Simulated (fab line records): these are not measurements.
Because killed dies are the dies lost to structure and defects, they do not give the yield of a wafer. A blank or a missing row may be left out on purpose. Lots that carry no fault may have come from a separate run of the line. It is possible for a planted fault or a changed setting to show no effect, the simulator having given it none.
Which tool did it?	flow gf180mcu	13 lots, 39 wafers sampled, at 4 steps of a route of 602

## WHAT THE GAUGES READ, wafer by wafer
GF_M4_OVL_MEAS_15.
lot	measured	on	M4_OVL (nm)
L227	day 23 18:49	overlay-02	-3 -1 1
L228	day 24 03:23	overlay-01	-5 -7 1
L229	day 24 11:33	overlay-02	3 2 6
L230	day 24 11:55	overlay-02	2 3 11
L231	day 25 04:43	overlay-01	6 5 5
L232	day 25 07:47	overlay-01	-4 -7 -11
L233	day 25 18:58	overlay-02	5 3 6
L236	day 26 11:10	overlay-01	-2 1 -1
L237	day 26 23:30	overlay-01	-4 -6 -5
L238	day 27 03:52	overlay-01	7 3 0
L241	day 28 04:15	overlay-01	-15 -15 -3
L245	day 29 07:01	overlay-02	-15 -10 -7
L250	day 30 20:03	overlay-02	10 7 7

## WHAT TOOL EACH LOT RAN ON (gives the tool, then ch and the chambers of the sampled wafers, and finally the start)
lot	GF_STI_ETCH_14	GF_V3_STRIP_18	GF_M4_SPUTTER_01
L227	rie-si-01 ch 0,1,2, day 2 03:35	plasma-asher-03 ch 0,1, day 22 18:20	pvd-sputter-01, day 22 19:41
L228	rie-si-02 ch 0,1,2, day 2 07:28	plasma-asher-03 ch 0,1, day 23 03:43	pvd-sputter-04, day 23 05:02
L229	rie-si-02 ch 0,2, day 2 11:49	plasma-asher-01 ch 0,1, day 23 11:41	pvd-sputter-01, day 23 13:01
L230	rie-si-02 ch 0,1,2, day 2 17:19	plasma-asher-01 ch 0,1, day 23 12:44	pvd-sputter-04, day 23 14:04
L231	rie-si-02 ch 0,1,3, day 2 22:11	plasma-asher-01 ch 0,1, day 24 05:03	pvd-sputter-02, day 24 06:21
L232	rie-si-01 ch 1,2,3, day 3 04:10	plasma-asher-03 ch 0, day 24 08:23	pvd-sputter-01, day 24 09:44
L233	rie-si-01 ch 0,1, day 3 08:35	plasma-asher-02 ch 0,1, day 24 19:57	pvd-sputter-01, day 24 21:15
L236	rie-si-02 ch 1,2,3, day 3 23:52	plasma-asher-02 ch 0,1, day 25 12:13	pvd-sputter-01, day 25 13:43
L237	rie-si-01 ch 0,2,3, day 4 04:56	plasma-asher-02 ch 0,1, day 26 00:53	pvd-sputter-04, day 26 02:32
L238	rie-si-02 ch 0,3, day 4 10:14	plasma-asher-01 ch 0,1, day 26 04:53	pvd-sputter-02, day 26 07:04
L241	rie-si-02 ch 0,2,3, day 5 01:40	plasma-asher-02 ch 0,1, day 27 06:44	pvd-sputter-04, day 27 08:07
L245	rie-si-01 ch 1,2,3, day 5 22:49	plasma-asher-02 ch 0,1, day 28 10:23	pvd-sputter-04, day 28 11:44
L250	rie-si-02 ch 0,1,2, day 6 23:38	plasma-asher-01 ch 0,1, day 29 23:56	pvd-sputter-01, day 30 01:19
- GF_STI_ETCH_14: etches Si in HBr/Cl2/O2, target depth 360 nm, time 102.9 s.
- GF_V3_STRIP_18: strips in O2/N2.
- GF_M4_SPUTTER_01: material TiN, target thk 30 nm, time 25 s.

## WHAT THE TOOLS THEMSELVES READ (means of the sampled wafers that have a number; where no wafer has one, the mark that the record gives instead)
GF_STI_ETCH_14.
lot	tool	chamber-pressure-mTorr (mTorr)	drypump-motor-current-A (A)	oes-product-au (a.u.)	run-length-s (s)	throttle-valve-pct (%)
L227	rie-si-01	15.006	5.9	1.001	130.9	25.659
L228	rie-si-02	14.996	5.5	0.993	131.3	25.666
L229	rie-si-02	14.997	5.7	0.993	131.3	25.656
L230	rie-si-02	15.007	5.5	0.993	131.2	25.658
L231	rie-si-02	15.007	5.6	1.005	131.1	25.657
L232	rie-si-01	14.989	5.9	1.014	131.2	25.652
L233	rie-si-01	14.986	5.7	1.006	130.9	25.656
L236	rie-si-02	15.004	5.7	0.994	130.9	25.660
L237	rie-si-01	14.999	6.1	1.000	131.3	25.656
L238	rie-si-02	14.989	5.7	1.002	131.4	25.648
L241	rie-si-02	15.001	5.7	1.003	131.7	25.652
L245	rie-si-01	15.001	5.9	1.009	127.9	25.658
L250	rie-si-02	15.002	5.5	0.999	131.1	25.661

GF_V3_STRIP_18.
lot	tool	chamber-pressure-mTorr (mTorr)	drypump-motor-current-A (A)	heater-power-w (W)	n2-flow-sccm (sccm)	oes-product-au (a.u.)
L227	plasma-asher-03	1499.7	5.7	324	300.7	0.585
L228	plasma-asher-03	1501.3	5.7	335	299.3	0.595
L229	plasma-asher-01	1499.3	6.3	345	300.0	0.593
L230	plasma-asher-01	1500.0	6.3	337	301.4	0.590
L231	plasma-asher-01	1498.0	6.3	347	301.2	0.589
L232	plasma-asher-03	1499.7	5.8	322	300.3	0.590
L233	plasma-asher-02	1500.8	5.5	365	299.6	0.590
L236	plasma-asher-02	1500.2	5.6	340	300.1	0.590
L237	plasma-asher-02	1499.5	5.6	370	300.2	0.593
L238	plasma-asher-01	1500.0	6.3	346	299.8	0.595
L241	plasma-asher-02	1499.1	5.6	362	299.1	0.591
L245	plasma-asher-02	1500.2	5.6	349	299.7	0.596
L250	plasma-asher-01	1500.0	6.0	328	300.1	0.594

GF_M4_SPUTTER_01.
lot	tool	throttle-valve-pct (%)
L227	pvd-sputter-01	30.4
L228	pvd-sputter-04	30.2
L229	pvd-sputter-01	29.4
L230	pvd-sputter-04	30.2
L231	pvd-sputter-02	29.8
L232	pvd-sputter-01	28.5
L233	pvd-sputter-01	29.8
L236	pvd-sputter-01	28.6
L237	pvd-sputter-04	30.0
L238	pvd-sputter-02	29.8
L241	pvd-sputter-04	30.7
L245	pvd-sputter-04	30.4
L250	pvd-sputter-01	29.8

## THE ANSWER, worked out from the rows above alone
Rule: the usual values come from the lots themselves. The widest of any qualifying gaps counts: lots, ordered by their means at a reading, are off when they make up no more than a third of the lots, leave a main group of 4 or more, and stand apart from it by 3 or more times the standard deviation of that group's means. A main group is skipped when, at the precision printed for the reading in the tables above, its means are all equal. Also off: a lot with no number at a reading for which 4 or more lots have one. Any other lot the step has rows for is counted as sound. First the gauges in route order, then the tools' own readings, where a lot's mean is used as printed above. At the first step where some lot is off, the reading lying furthest off is the one used; lots without a number count as furthest.
Off at GF_STI_ETCH_14 (run-length-s): L245. The main group: mean 131.2 s, standard deviation 0.23.
A tool fits if, at that step or a process step before it, it ran every lot that is off, and no sound lot after the first of them. One fits: rie-si-01 at GF_STI_ETCH_14. A fault onset in the window from L237 (day 4 04:56, its last sound lot) to L245 (day 5 22:49, its first lot off) fits.
The tool's own readings at GF_STI_ETCH_14 bear it out: on the lots that are off they differ by more than 5 times the standard deviation of the sound lots' means. run-length-s reads 127.9 s there against 131.2 s on the sound lots.

## WHAT THE SIMULATOR HAD PUT IN
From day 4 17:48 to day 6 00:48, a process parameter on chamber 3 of rie-si-01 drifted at GF_STI_ETCH_14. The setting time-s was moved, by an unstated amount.
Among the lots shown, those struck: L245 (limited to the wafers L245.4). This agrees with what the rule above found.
